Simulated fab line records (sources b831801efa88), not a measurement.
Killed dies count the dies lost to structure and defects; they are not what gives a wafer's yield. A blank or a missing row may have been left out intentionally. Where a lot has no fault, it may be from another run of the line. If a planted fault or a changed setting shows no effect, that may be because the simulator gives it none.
Chamber matching || flow sky130 || hdpcvd-02 running SKY_LI_CONTACT_HDPCVD_00: 3 sister chambers
The step deposits PSG, target thk 930 nm, time 155 s. 3 wafers are shown with their chamber, then 6 later ones without.

WAFERS PAIRED WITH THEIR CHAMBERS
{"wafer": "L551.5", "chamber": 2, "run_length_s (s)": 182.5}
{"wafer": "L553.2", "chamber": 1, "run_length_s (s)": 184.2}
{"wafer": "L553.5", "chamber": 0, "run_length_s (s)": 182.5}

WAFERS WITH NO CHAMBER GIVEN
{"wafer": "L562.1", "run_length_s (s)": 181.8}
{"wafer": "L562.3", "run_length_s (s)": 184.2}
{"wafer": "L562.5", "run_length_s (s)": 182.8}
{"wafer": "L564.2", "run_length_s (s)": 182.0}
{"wafer": "L564.3", "run_length_s (s)": 182.9}
{"wafer": "L564.5", "run_length_s (s)": 182.8}

WHICH CHAMBER EACH WENT THROUGH
{"wafer": "L562.1", "from the rows above": "can't be placed: 0 or 2", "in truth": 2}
{"wafer": "L562.3", "from the rows above": 1, "in truth": 1}
{"wafer": "L562.5", "from the rows above": "can't be placed: 0 or 2", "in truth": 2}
{"wafer": "L564.2", "from the rows above": "can't be placed: 0 or 2", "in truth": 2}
{"wafer": "L564.3", "from the rows above": "can't be placed: 0 or 2", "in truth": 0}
{"wafer": "L564.5", "from the rows above": "can't be placed: 0 or 2", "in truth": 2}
Correct placement for 1 of the 6. These rows do not allow placing 5 (true chamber among the candidates in 5). Placed wrongly: 0.
How it was worked out, from the rows above alone: a wafer's distance from a chamber is the root of the sum, over the readings, of the square of ((its reading less the chamber's mean) divided by the reading's scatter). The wafer belongs to the nearest chamber; if the next one is less than 2 further off, it can't be placed. For every chamber, the mean is computed from those of its wafers that are shown. The scatter: root of mean squared gap, hidden wafer to nearest shown wafer, with one shown wafer a chamber.
